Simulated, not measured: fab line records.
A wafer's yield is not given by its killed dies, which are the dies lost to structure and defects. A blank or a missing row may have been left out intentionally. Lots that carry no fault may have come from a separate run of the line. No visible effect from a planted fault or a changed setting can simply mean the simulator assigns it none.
Code-filled problem report in 8D (eight disciplines) form	flow gf180mcu	the parts of the form that need people (team, actions taken, sign-off) are left out

1. THE ISSUE
On 2 wafers of 1 lot, oes product au at GF_M3_METAL_ETCH_16 has a mean of 0.900 a.u.; fault-free wafers read 0.989 a.u., standard deviation 0.0056. That is -16 standard deviations from the usual mean.
The step: etches the open film in Cl2/BCl3, stops on SiO2, target depth 750.8 nm, time 125.1 s.
Seen first at day 26 06:56 on rie metal-03, wafer L212.5. The record has a number at this step for 39 wafers belonging to 13 lots. Rule for "out", or "out of limits": more than 4 standard deviations from the usual mean. The rest of the wafers with a number are treated as sound.

2. WHAT IT IS; WHAT IT IS NOT
question	is	is not
which readings at this step	oes product au, throttle valve pct	drypump motor current A, mfc cl2 sccm
which lots	L212	L198, L199, L200, L201, L202, L203, L208, L216, L217, L219, L220, L221
which wafers of those lots	L212.5, L212.6	L212.4
read on which tools	rie metal-03	rie metal-02, rie metal-04
when	from day 26 06:56	up to then (22 sound wafers); but 15 sound wafers of L216, L217, L219, L220, L221 came after

3. SUSPECTS, AND WHAT RULES EACH OUT
Counting: any tool at a process step up to the reading remains a suspect provided it ran every lot that is out. Sound lots after the first of them don't rule it out here, since some wafers of a struck lot are sound.
- plasma asher-01 at GF_V2_STRIP_18 (strips in O2/N2): kept. It processed L212, the lot that is out, at day 25 07:52, and its most recent sound lot before then was L203 at day 22 05:00.
- pvd sputter-03 at GF_M3_SPUTTER_02 (material AlCu, target thk 450 nm, time 23.9 s): kept. It processed L212, the lot that is out, at day 25 09:11, and its most recent sound lot before then was L201 at day 21 06:58.
- rie metal-03 at GF_M3_METAL_ETCH_16 (etches the open film in Cl2/BCl3, stops on SiO2, target depth 750.8 nm, time 125.1 s): kept. It processed L212, the lot that is out, at day 26 06:56, and its most recent sound lot before then was L201 at day 22 06:52. On those wafers its own readings are out: oes product au, throttle valve pct.
plasma asher-01 at GF_V2_STRIP_18, pvd sputter-03 at GF_M3_SPUTTER_02 and rie metal-03 at GF_M3_METAL_ETCH_16 are what is left after counting.

4. THE CAUSE (what the simulator had put in)
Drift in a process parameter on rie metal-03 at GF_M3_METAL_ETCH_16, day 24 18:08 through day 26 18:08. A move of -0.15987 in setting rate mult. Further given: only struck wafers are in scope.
This tool is one of the 3 suspects left after counting.

5. THE EFFECT CHAIN, in route order
One row per reading whose mean, taken over the struck wafers that have a number, lies over 3 standard deviations from the usual. Scope: only readings with a usual standard deviation given in the record; hours: median across lots of the time from each lot's start at the first step in this table that gives one to its start at this step; sigmas: change in usual standard deviations.
hours	step	reading	usual	on struck wafers	change	sigmas
0	GF_M3_METAL_ETCH_16	oes product au	0.989 a.u.	0.900	-0.089	-16
0	GF_M3_METAL_ETCH_16	throttle valve pct	28.230 %	28.334	+0.104	+11
0	GF_M3_STRIP_17	oes product au	0.537 a.u.	0.557	+0.020	+4.2
0	GF_M3_STRIP_17	strip time to endpoint s	7.39 s	7.82	+0.43	+9.3
It contains these process steps:
- GF_M3_METAL_ETCH_16: etches the open film in Cl2/BCl3, stops on SiO2, target depth 750.8 nm, time 125.1 s.
- GF_M3_STRIP_17: strips in O2/N2.

6. HOW IT WOULD HAVE BEEN CAUGHT EARLIER
37 hours passed between the start of the fault at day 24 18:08 and the first reading out of limits in this record, taken at day 26 06:56.
